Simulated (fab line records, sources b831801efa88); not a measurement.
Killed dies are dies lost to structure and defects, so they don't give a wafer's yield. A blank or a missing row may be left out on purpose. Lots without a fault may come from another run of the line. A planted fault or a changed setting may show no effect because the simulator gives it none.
Which tool did it? | flow sky130 | 14 lots, 42 wafers sampled, at 2 steps of a route of 708

WHAT THE GAUGES READ, wafer by wafer
The record holds no reading of a measuring or inspecting step that can be judged against a usual standard deviation.

WHICH TOOL RAN EACH LOT (tool, then ch and the chambers of the sampled wafers, then the start)
lot  | SKY_VT_ADJUST_LVTN_COAT_02        | SKY_VT_ADJUST_LVTN_STRIP_09
L540 | litho_track-01 ch 0, day 6 19:29  | plasma_asher-03 ch 0,1, day 7 05:19
L541 | litho_track-03 ch 0, day 6 19:34  | plasma_asher-02 ch 0,1, day 7 05:26
L543 | litho_track-01 ch 0, day 7 13:50  | plasma_asher-02 ch 1, day 8 00:43
L544 | litho_track-02 ch 0, day 7 17:31  | plasma_asher-04 ch 0,1, day 8 04:17
L545 | litho_track-03 ch 0, day 7 22:56  | plasma_asher-04 ch 0,1, day 8 10:16
L547 | litho_track-01 ch 0, day 8 09:32  | plasma_asher-04 ch 0,1, day 8 20:40
L549 | litho_track-02 ch 0, day 9 02:40  | plasma_asher-04 ch 0,1, day 9 14:24
L551 | litho_track-02 ch 0, day 9 12:29  | plasma_asher-03 ch 0,1, day 10 00:29
L552 | litho_track-03 ch 0, day 10 00:43 | plasma_asher-03 ch 0,1, day 10 13:14
L555 | litho_track-03 ch 0, day 10 17:35 | plasma_asher-02 ch 0,1, day 11 05:36
L556 | litho_track-01 ch 0, day 10 22:43 | plasma_asher-04 ch 0,1, day 11 11:11
L559 | litho_track-03 ch 0, day 11 23:32 | plasma_asher-03 ch 0,1, day 12 11:26
L562 | litho_track-01 ch 0, day 12 19:55 | plasma_asher-02 ch 0,1, day 13 08:48
L563 | litho_track-02 ch 0, day 13 03:13 | plasma_asher-03 ch 0,1, day 13 16:17
- SKY_VT_ADJUST_LVTN_COAT_02: resist thk 3000 nm.
- SKY_VT_ADJUST_LVTN_STRIP_09: strips in O2/N2.

WHAT THE TOOLS THEMSELVES READ (means of the sampled wafers that have a number; where no wafer has one, the mark that the record gives instead)
SKY_VT_ADJUST_LVTN_COAT_02. Usual: spin_speed_rpm 2000.3 rpm, standard deviation 1.5.
lot  | tool           | spin_speed_rpm (rpm) | flag
L540 | litho_track-01 | 1999.0               |
L541 | litho_track-03 | 2000.4               |
L543 | litho_track-01 | 2000.4               |
L544 | litho_track-02 | 1999.3               |
L545 | litho_track-03 | 2000.6               |
L547 | litho_track-01 | 2001.8               |
L549 | litho_track-02 | 2000.5               |
L551 | litho_track-02 | 1998.7               |
L552 | litho_track-03 | 2001.0               |
L555 | litho_track-03 | 2001.2               |
L556 | litho_track-01 | 1999.5               |
L559 | litho_track-03 | 2000.7               |
L562 | litho_track-01 | 1999.3               |
L563 | litho_track-02 | 2001.2               |

SKY_VT_ADJUST_LVTN_STRIP_09. Usual: chamber_pressure_mTorr 1500.3 mTorr, standard deviation 1.3; drypump_motor_current_A 5.6 A, standard deviation 0.34; n2_flow_sccm 299.9 sccm, standard deviation 0.94; oes_product_au 0.722 a.u., standard deviation 0.0047; strip_time_to_endpoint_s 36.95 s, standard deviation 0.12.
lot  | tool            | chamber_pressure_mTorr (mTorr) | drypump_motor_current_A (A) | n2_flow_sccm (sccm) | oes_product_au (a.u.) | strip_time_to_endpoint_s (s) | flag
L540 | plasma_asher-03 | 1499.8                         | 5.7                         | 299.6               | 0.722                 | 36.91                        |
L541 | plasma_asher-02 | 1501.0                         | 5.3                         | 300.0               | 0.719                 | 36.75                        |
L543 | plasma_asher-02 | 1500.1                         | 5.0                         | 300.6               | 0.723                 | 36.90                        |
L544 | plasma_asher-04 | 1500.5                         | 5.4                         | 300.2               | 0.725                 | 37.10                        |
L545 | plasma_asher-04 | 1499.6                         | 5.4                         | 301.5               | 0.722                 | 36.98                        |
L547 | plasma_asher-04 | 1500.4                         | 5.4                         | 299.8               | 0.726                 | 37.00                        |
L549 | plasma_asher-04 | 1500.1                         | 5.5                         | 299.3               | 0.722                 | 36.80                        |
L551 | plasma_asher-03 | 1501.5                         | 5.8                         | 300.5               | 0.727                 | 37.04                        |
L552 | plasma_asher-03 | 1500.6                         | 5.8                         | 299.3               | 0.725                 | 36.84                        |
L555 | plasma_asher-02 | 1500.6                         | 5.6                         | 300.1               | 0.724                 | 27.43                        | OFF
L556 | plasma_asher-04 | 1501.4                         | 5.4                         | 299.6               | 0.722                 | 36.91                        |
L559 | plasma_asher-03 | 1500.7                         | 5.7                         | 299.1               | 0.718                 | 27.36                        | OFF
L562 | plasma_asher-02 | 1498.8                         | 5.3                         | 299.9               | 0.724                 | 36.84                        |
L563 | plasma_asher-03 | 1500.3                         | 5.7                         | 300.5               | 0.721                 | 37.11                        |

THE ANSWER, worked out from the rows above alone
Rule: a lot is off if the mean of its wafers that have a number lies more than 3 standard deviations from the usual mean. A lot without any number at a reading at which 4 lots or more have one is off too. The other lots that the step has rows for count as sound. The gauges are gone through in route order, then the tools' own readings, and for those a lot's mean is taken as printed above. The first step at which some lot is off is used, and at that step the reading that is off furthest; a lot without a number counts as furthest.
Off: L555, L559, at SKY_VT_ADJUST_LVTN_STRIP_09 (strip_time_to_endpoint_s).
A tool fits if, at that step or a process step before it, it ran every lot that is off, and no sound lot after the first of them. One fits: litho_track-03 at SKY_VT_ADJUST_LVTN_COAT_02. Its last sound lot is L552 (day 10 00:43), its first lot that is off L555 (day 10 17:35): a fault that began between those two fits.

WHAT THE SIMULATOR HAD PUT IN
Process parameter drift: litho_track-03, from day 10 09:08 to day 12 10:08, at SKY_VT_ADJUST_LVTN_COAT_02. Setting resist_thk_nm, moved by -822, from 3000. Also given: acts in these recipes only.
Lots struck among those shown: L555, L559. The rule above found the same.
